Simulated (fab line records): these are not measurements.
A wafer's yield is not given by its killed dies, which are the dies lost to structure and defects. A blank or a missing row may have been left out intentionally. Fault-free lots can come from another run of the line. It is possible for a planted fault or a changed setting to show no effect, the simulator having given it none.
Comparing a struck lot with a sound one -- flow sky130 -- 18 out of 708 route steps
Sound: these wafers, L392.3, L392.5, L392.6. Struck: wafers L395.1, L395.3, L395.6. The cause is named last.
Order at every step that has rows: each side's tool, ch and its chambers, its first start. Under that, the readings that differ: sound wafers -- struck wafers -- difference of the means -- sigmas: that difference in standard deviations of wafers without a fault.
alike: readings with means less than 2 such deviations apart, plus words and numbers identical on both sides. not compared: withheld readings, readings lacking a value on some wafer, bounds such as >300 that could conceal the same value, and numbers that have no deviation in the record and whose values overlap.
A row with sigmas, a row that says differs or no value, or rows on one side alone: a step with any of these is where the two part. Non-overlapping numbers with no deviation appear without sigmas and do not part them. Lack of a reading on every wafer of one side parts them only where that side has two or more wafers.

first, 2 steps without rows for these wafers: SKY_GATE_OXIDE_CLEAN_00 (cleans in SC1/SC2, time 150 s); SKY_GATE_OXIDE_OXIDATION_01 (stabilise 600 s, purge 300 s, target thk 10.268 nm).
SKY_GATE_OXIDE_THK_MEAS_02:
  sound: film-metro-02 at day 14 20:56; struck: film-metro-02 at day 15 14:38
  alike: GATE_OXIDE_OXIDATION_00_THK
then, 7 steps without rows for these wafers: SKY_GATE_OXIDE_DEHYDRATE_03 (time 60 s); SKY_GATE_OXIDE_HMDS_04 (prime time 60 s); SKY_GATE_OXIDE_COAT_05 (resist thk 1140 nm); SKY_GATE_OXIDE_SOFTBAKE_06 (time 60 s); SKY_GATE_OXIDE_EXPOSE_07 (exposes mask LVOM, target cd 600 nm); SKY_GATE_OXIDE_PEB_08; SKY_GATE_OXIDE_DEVELOP_09 (develop time 60 s).
SKY_GATE_OXIDE_OVL_MEAS_10:
  sound: overlay-02 at day 15 22:14; struck: overlay-02 at day 16 16:04
reading,sound,struck,difference,sigmas
GATE_OXIDE_OVL (nm),2.8 3.6 2.7,0.1 -1.5 -2.4,-4.3,-2
after that, 1 step had no rows for these wafers: SKY_GATE_OXIDE_IMPLANT_11.
SKY_GATE_OXIDE_WET_ETCH_12: etches SiO2 in dHF, target depth 16.8 nm, time 336 s.
  sound on wet-bench-03 ch 2, day 15 22:25; struck on wet-bench-04 ch 0, day 16 16:15
reading,sound,struck,difference,sigmas
run-length-s (s),369 369 369,196 196 196,-173,-46
model.SiO2_of_FIELD_ISO_CVD_24.thk-nm (nm),366.1 363.5 366,374.1 374.2 373.2,+8.6,
SKY_GATE_OXIDE_STRIP_13: strips in O2/N2.
  sound on plasma-asher-02 ch 0,1, day 15 22:34; struck on plasma-asher-01 ch 0,1, day 16 16:21
  alike: drypump-motor-current-A, oes-product-au, strip-time-to-endpoint-s
  not compared: rf-hours-counter-h
SKY_GATE_OXIDE_TW_MEAS_14:
  sound: film-metro-04 at day 15 22:38; struck: film-metro-04 at day 16 16:27
  alike: GATE_OXIDE_TW
SKY_GATE_OXIDE_CLEAN_15: cleans in SC1/SC2, time 150 s.
  sound on wet-bench-03 ch 1, day 15 22:41; struck on wet-bench-03 ch 0, day 16 16:31
reading,sound,struck,difference,sigmas
model.SiO2_of_FIELD_ISO_CVD_24.thk-nm (nm),365.4 362.8 365.4,373.4 373.5 372.6,+8.6,
then, 1 step without rows for these wafers: SKY_GATE_OXIDE_OXIDATION_16 (stabilise 600 s, purge 300 s, target thk 3.57 nm).
SKY_PAD_OPEN_PROBE_99:
  rows exist in the record for the sound wafers here (prober-02, day 47 11:32), none for the struck ones

== WHERE THEY PART ==
First at SKY_GATE_OXIDE_OVL_MEAS_10; last, within this record, at SKY_PAD_OPEN_PROBE_99.

WHY: the cause the simulator had injected
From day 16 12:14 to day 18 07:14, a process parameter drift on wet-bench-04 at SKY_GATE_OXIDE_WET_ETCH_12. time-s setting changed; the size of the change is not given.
